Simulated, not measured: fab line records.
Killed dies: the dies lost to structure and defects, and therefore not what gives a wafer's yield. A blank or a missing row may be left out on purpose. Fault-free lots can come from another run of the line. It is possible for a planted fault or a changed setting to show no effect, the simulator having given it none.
fab line records	flow sfq-line
record lots=6	wafers=18	last-day=92
route steps=325 shown JJ@193 M5@198
lots untouched by any fault: they come from a run of this same line in which no faults occurred
start-h: hours from the record's opening day to when the first of the lot's shown wafers began	wait-h: hours elapsed since this lot's preceding step	" repeats the value in the row above	L1.1+2: one row covering several wafers at once	- no value present, or no start provided	* or withheld: withheld	< > ~ a bound
route shown NAME@n: a module of which the file shows steps, and the number in the route of the first	usual: mean and standard deviation over wafers with no fault	same: alike in all rows	chamber/n: place in a boat	sites: per-site readings	_std_site: standard deviation across them	_edge_site: inner sites' mean taken away from outer sites' mean	radius-mm: how far each site lies from the wafer's centre	mask NAME#n: copy n	behind: the most recent tool/chamber to have shaped the wafer	hold: reason for holding the lot/hours on hold/outcome of the hold	device: which transistor (n, p or np) failed to switch	end of line: the route-end tests of the same wafers	step lacking rows: just its recipe	killed: dies that structure and defects cost at the first sort, which is not the same as the wafer's yield	map: a wafer's dies, marking killed ones x, the rest . and places with no die _
set.NAME: setting as actually run; set.NAME@STEP: the setting as run at that earlier step	model.NAME: the simulator's own value behind a step, which no gauge read
lots seen at some steps along the route; tables by step, rows by wafer
services: when a tool's chamber went out of use (start-h, in hours from the record's first day, below 0 if earlier), for how many hours, and the reason
## steps
# step SFQ_TRILAYER_JJ_CE_BARC_OPEN_RIE_150
# recipe mask-material=PR	chemistry=O2	target-depth-nm=240	target=BARC	icp-w=600	bias-w=80	pressure-mtorr=10	time-s=80
# usual drypump-motor-current-A=5.5/0.3	oes-product-au=0.538/0.0046
lot.wafer	tool	chamber	start-h	wait-h	drypump-motor-current-A	oes-product-au	rf-hours-counter-h
L299.3	rie-metal-04	0	1483.06	0.6	5.4	0.539	-
L299.4	"	1	"	"	5.5	0.546	-
L299.6	"	0	"	"	5.4	0.540	-
L303.3	rie-metal-03	0	1509.46	0.6	5.9	0.528	-
L303.5	"	0	"	"	5.9	0.535	-
L303.6	"	1	"	"	5.2	0.537	-
L305.1	rie-metal-01	0	1622.18	1.0	5.3	0.543	45
L305.2	"	1	"	"	6.0	0.537	50
L305.3	"	1	"	"	6.0	0.547	-
L306.1	rie-metal-03	1	1625.78	1.0	5.1	0.546	72
L306.4	"	0	"	"	5.9	0.537	-
L306.6	"	1	"	"	5.1	0.535	-
L316.1	rie-metal-01	0	1662.98	1.0	5.3	0.534	52
L316.2	"	1	"	"	6.0	0.536	57
L316.5	"	0	"	"	5.3	0.533	-
L317.1	rie-metal-04	1	1667.91	1.0	5.5	0.541	97
L317.2	"	0	"	"	5.4	0.539	18
L317.4	"	0	"	"	5.4	0.537	-
# step SFQ_TRILAYER_JJ_CE_ETCH_RIE_118
# recipe target=Nb	stop-on=Al2O3	mask-material=PR	taper-deg=13.257	over-etch-frac=0.15	time-s=97.7	chemistry=SF6	target-depth-nm=170	icp-w=600	bias-w=80	pressure-mtorr=10
# usual drypump-motor-current-A=5.5/0.3	oes-product-au=0.989/0.011
lot.wafer	tool	chamber	start-h	wait-h	drypump-motor-current-A	oes-product-au	rf-hours-counter-h
L299.3	rie-metal-04	0	1483.16	0.1	5.4	0.987	-
L299.4	"	1	"	"	5.5	0.989	-
L299.6	"	0	"	"	5.4	0.989	-
L303.3	rie-metal-03	0	1509.56	0.1	5.9	0.983	-
L303.5	"	0	"	"	5.9	0.985	-
L303.6	"	1	"	"	5.2	0.989	-
L305.1	rie-metal-01	0	1622.28	0.1	5.3	0.974	45
L305.2	"	1	"	"	6.0	0.993	50
L305.3	"	1	"	"	6.0	0.980	-
L306.1	rie-metal-03	1	1625.88	0.1	5.2	0.998	72
L306.4	"	0	"	"	6.0	1.004	-
L306.6	"	1	"	"	5.2	0.994	-
L316.1	rie-metal-01	0	1663.08	0.1	5.3	0.960	52
L316.2	"	1	"	"	6.0	0.990	57
L316.5	"	0	"	"	5.3	0.969	-
L317.1	rie-metal-04	1	1668.00	0.1	5.4	0.980	97
L317.2	"	0	"	"	5.4	1.008	18
L317.4	"	0	"	"	5.4	1.001	-
# step SFQ_TRILAYER_JJ_ANODIZE_ANODIZE_119
# recipe current-density-ma-cm2=withheld	end-current-density-ma-cm2=withheld	bath-temp-c=withheld
# step SFQ_TRILAYER_JJ_CE_STRIP_STRIP_120
# recipe gas=O2	power-w=200	platen-temp-c=40	overash-fraction=0.65	chemistry=O2	pressure-mtorr=50
# usual drypump-motor-current-A=5.5/0.33	oes-product-au=0.999/0.017
lot.wafer	tool	chamber	start-h	wait-h	drypump-motor-current-A	oes-product-au	rf-hours-counter-h
L299.3	rie-metal-03	1	1483.93	0.2	5.1	0.990	-
L299.4	"	0	"	"	6.0	1.014	-
L299.6	"	0	"	"	6.0	1.015	-
L303.3	rie-metal-01	1	1510.33	0.2	6.0	1.022	-
L303.5	"	1	"	"	6.0	1.009	-
L303.6	"	0	"	"	5.3	0.974	-
L305.1	rie-metal-04	1	1622.88	0.0	5.5	0.983	90
L305.2	"	0	"	"	5.4	1.008	10
L305.3	"	0	"	"	5.4	1.009	-
L306.1	rie-metal-04	0	1626.48	0.0	5.4	1.026	11
L306.4	"	1	"	"	5.5	0.996	-
L306.6	"	1	"	"	5.5	0.994	-
L316.1	rie-metal-04	0	1663.68	0.0	5.4	1.018	17
L316.2	"	1	"	"	5.5	0.992	97
L316.5	"	1	"	"	5.5	0.984	-
L317.1	rie-metal-04	1	1669.20	0.0	5.5	0.989	97
L317.2	"	0	"	"	5.4	1.021	18
L317.4	"	0	"	"	5.4	1.007	-
# step SFQ_TRILAYER_JJ_CE_STRIP_SOLV_CLEAN_121
# recipe chemistry=NMP	temp-c=70	time-s=600
# step SFQ_TRILAYER_M5_LITHO_COAT_128
# recipe resist=BARC	spin-rpm=3000	resist-thk-nm=62
# step SFQ_TRILAYER_M5_LITHO_COAT_123
# recipe resist=KrF	spin-rpm=3000	resist-thk-nm=600
# step SFQ_TRILAYER_M5_LITHO_SOFTBAKE_127
# recipe temp-c=withheld	time-s=withheld	resist=KrF
# step SFQ_TRILAYER_M5_LITHO_EXPOSE_124
# recipe mask-id=M5	na=0.6	source-shape=conventional	sigma-outer=0.65	target-cd-nm=700	dose-mj=14.4
# step SFQ_TRILAYER_M5_LITHO_PEB_126
# recipe peb-temp-c=115	peb-time-s=60	resist=KrF
# step SFQ_TRILAYER_M5_LITHO_DEVELOP_125
# recipe time-s=60	resist=KrF
# step SFQ_M5_OVL_MEAS_932
# usual M5_OVL=-4/5.3
lot.wafer	tool	chamber	start-h	wait-h	M5_OVL[nm]
L299.3	overlay-01	-	1593.26	0.1	-7
L299.4	"	-	"	"	-7
L299.6	"	-	"	"	-10
L303.3	overlay-02	-	1613.76	0.1	-5
L303.5	"	-	"	"	2
L303.6	"	-	"	"	-7
L305.1	overlay-02	-	1689.81	0.1	-5
L305.2	"	-	"	"	5
L305.3	"	-	"	"	0
L306.1	overlay-02	-	1694.49	0.1	1
L306.4	"	-	"	"	-1
L306.6	"	-	"	"	0
L316.1	overlay-02	-	1757.17	0.1	-4
L316.2	"	-	"	"	-14
L316.5	"	-	"	"	-6
L317.1	overlay-01	-	1761.97	0.1	-3
L317.2	"	-	"	"	-6
L317.4	"	-	"	"	-3
# step SFQ_TRILAYER_M5_BARC_OPEN_METAL_ETCH_161
# recipe mask-material=PR	chemistry=O2	target-depth-nm=125	target=BARC	icp-w=600	bias-w=80	pressure-mtorr=10	time-s=41.7
# usual drypump-motor-current-A=5.7/0.43	oes-product-au=0.685/0.0047
lot.wafer	tool	chamber	start-h	wait-h	drypump-motor-current-A	oes-product-au	rf-hours-counter-h	model.KrF_of_TRILAYER_M5_LITHO_COAT_123.thk-nm
L299.3	rie-metal-04	0	1593.30	0.0	5.4	0.684	-	524.1
L299.4	"	1	"	"	5.5	0.680	-	523.7
L299.6	"	0	"	"	5.4	0.691	-	523.2
L303.3	rie-metal-03	0	1613.80	0.0	5.9	0.685	-	520.5
L303.5	"	0	"	"	6.0	0.683	-	521.1
L303.6	"	1	"	"	5.1	0.680	-	521
L305.1	rie-metal-03	0	1690.30	0.5	6.0	0.681	98	520.4
L305.2	"	1	"	"	5.2	0.686	83	531.5
L305.3	"	0	"	"	5.9	0.685	-	519.9
L306.1	rie-metal-03	1	1694.52	0.0	5.1	0.684	83	524.1
L306.4	"	1	"	"	5.1	0.678	-	522.8
L306.6	"	0	"	"	5.9	0.681	-	532.9
L316.1	rie-metal-02	1	1757.21	0.0	6.3	0.679	31	523.8
L316.2	"	0	"	"	5.6	0.685	5	523.8
L316.5	"	0	"	"	5.5	0.684	-	525.1
L317.1	rie-metal-04	0	1762.01	0.0	5.4	0.688	30	522.6
L317.2	"	1	"	"	5.5	0.690	109	527.2
L317.4	"	0	"	"	5.4	0.697	-	524.6
# step SFQ_TRILAYER_M5_ETCH_METAL_ETCH_126
# recipe target=Nb	stop-on=SiO2	mask-material=PR	over-etch-frac=0.15	time-s=203.2	chemistry=Cl2/BCl3	target-depth-nm=265	icp-w=600	bias-w=80	pressure-mtorr=10
# usual drypump-motor-current-A=5.7/0.43	oes-product-au=0.728/0.0057
lot.wafer	tool	chamber	start-h	wait-h	drypump-motor-current-A	oes-product-au	rf-hours-counter-h	model.KrF_of_TRILAYER_M5_LITHO_COAT_123.thk-nm
L299.3	rie-metal-04	0	1593.41	0.1	5.4	0.724	-	370.7
L299.4	"	1	"	"	5.5	0.731	-	371.8
L299.6	"	0	"	"	5.4	0.729	-	370.5
L303.3	rie-metal-03	0	1613.91	0.1	5.9	0.730	-	364.4
L303.5	"	0	"	"	5.9	0.730	-	365.9
L303.6	"	1	"	"	5.2	0.733	-	368
L305.1	rie-metal-03	0	1690.36	0.0	5.9	0.726	98	364.8
L305.2	"	1	"	"	5.2	0.715	83	379.3
L305.3	"	0	"	"	6.0	0.725	-	362.6
L306.1	rie-metal-03	1	1694.58	0.0	5.2	0.728	83	372.2
L306.4	"	1	"	"	5.2	0.739	-	371.4
L306.6	"	0	"	"	5.9	0.728	-	376
L316.1	rie-metal-02	1	1757.27	0.0	6.3	0.720	31	372.1
L316.2	"	0	"	"	5.5	0.721	5	370.5
L316.5	"	0	"	"	5.6	0.726	-	371.4
L317.1	rie-metal-04	0	1762.07	0.0	5.4	0.720	30	367.6
L317.2	"	1	"	"	5.5	0.736	109	377.9
L317.4	"	0	"	"	5.4	0.729	-	369.9
# step SFQ_TRILAYER_M5_STRIP_STRIP_127
# recipe gas=O2	power-w=200	platen-temp-c=40	overash-fraction=0.65	chemistry=O2	pressure-mtorr=50
# usual drypump-motor-current-A=5.7/0.42	oes-product-au=1.002/0.012
lot.wafer	tool	chamber	start-h	wait-h	drypump-motor-current-A	oes-product-au	rf-hours-counter-h
L299.3	rie-metal-04	0	1593.74	0.3	5.4	1.003	-
L299.4	"	1	"	"	5.5	0.992	-
L299.6	"	0	"	"	5.4	1.002	-
L303.3	rie-metal-03	0	1614.24	0.3	5.9	1.019	-
L303.5	"	0	"	"	5.9	1.003	-
L303.6	"	1	"	"	5.2	0.995	-
L305.1	rie-metal-03	0	1690.56	0.1	5.9	1.006	99
L305.2	"	1	"	"	5.2	0.987	83
L305.3	"	0	"	"	5.9	1.011	-
L306.1	rie-metal-03	1	1694.78	0.1	5.1	0.991	83
L306.4	"	1	"	"	5.2	1.002	-
L306.6	"	0	"	"	5.9	1.015	-
L316.1	rie-metal-02	1	1757.46	0.1	6.3	0.998	32
L316.2	"	0	"	"	5.5	0.998	6
L316.5	"	0	"	"	5.5	0.997	-
L317.1	rie-metal-04	0	1762.26	0.1	5.4	1.002	30
L317.2	"	1	"	"	5.5	0.985	109
L317.4	"	0	"	"	5.4	1.008	-
## services
tool	chamber	start-h	hours	kind
rie-metal-01	-	1474.81	1.4	pm
rie-metal-04	0	1519.39	-	clean
rie-metal-04	0	1519.39	-	consumable-replace:focus-ring
rie-metal-04	0	1519.39	33.6	scheduled-down
rie-metal-04	0	1519.39	33.6	vent-cycle
rie-metal-02	1	1539.92	-	clean
rie-metal-02	1	1539.92	-	consumable-replace:focus-ring
rie-metal-02	1	1539.92	20.4	scheduled-down
rie-metal-02	1	1539.92	20.4	vent-cycle
rie-metal-02	-	1585.15	2.8	pm
rie-metal-03	-	1600.04	2.0	repair
rie-metal-02	1	1615.20	3.7	repair
rie-metal-03	-	1622.14	0.2	repair
rie-metal-04	-	1642.61	1.8	repair
rie-metal-04	-	1679.48	15.6	pm
rie-metal-02	0	1685.57	-	clean
rie-metal-02	0	1685.57	-	consumable-replace:focus-ring
rie-metal-02	0	1685.57	25.0	scheduled-down
rie-metal-02	0	1685.57	25.0	vent-cycle
rie-metal-01	0	1752.37	4.8	repair
## key
first-sign none at tools or gauges
model-effect step=SFQ_TRILAYER_M5_BARC_OPEN_METAL_ETCH_161	value=KrF_of_TRILAYER_M5_LITHO_COAT_123.thk-nm	without=522.3	struck=532.2
model-effect step=SFQ_TRILAYER_M5_ETCH_METAL_ETCH_126	value=KrF_of_TRILAYER_M5_LITHO_COAT_123.thk-nm	without=367.7	struck=377.7
met-at SFQ_TRILAYER_M5_BARC_OPEN_METAL_ETCH_161
struck-wafers L305.2,L306.6
onset-between 1613.80 1690.30
fault kind=process-parameter-drift	tool=rie-metal-03	chamber=-	onset-h=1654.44	steps=SFQ_TRILAYER_M5_BARC_OPEN_METAL_ETCH_161	channel=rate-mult	offset=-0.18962	shape=step	end-h=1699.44	scope=struck-wafers-only
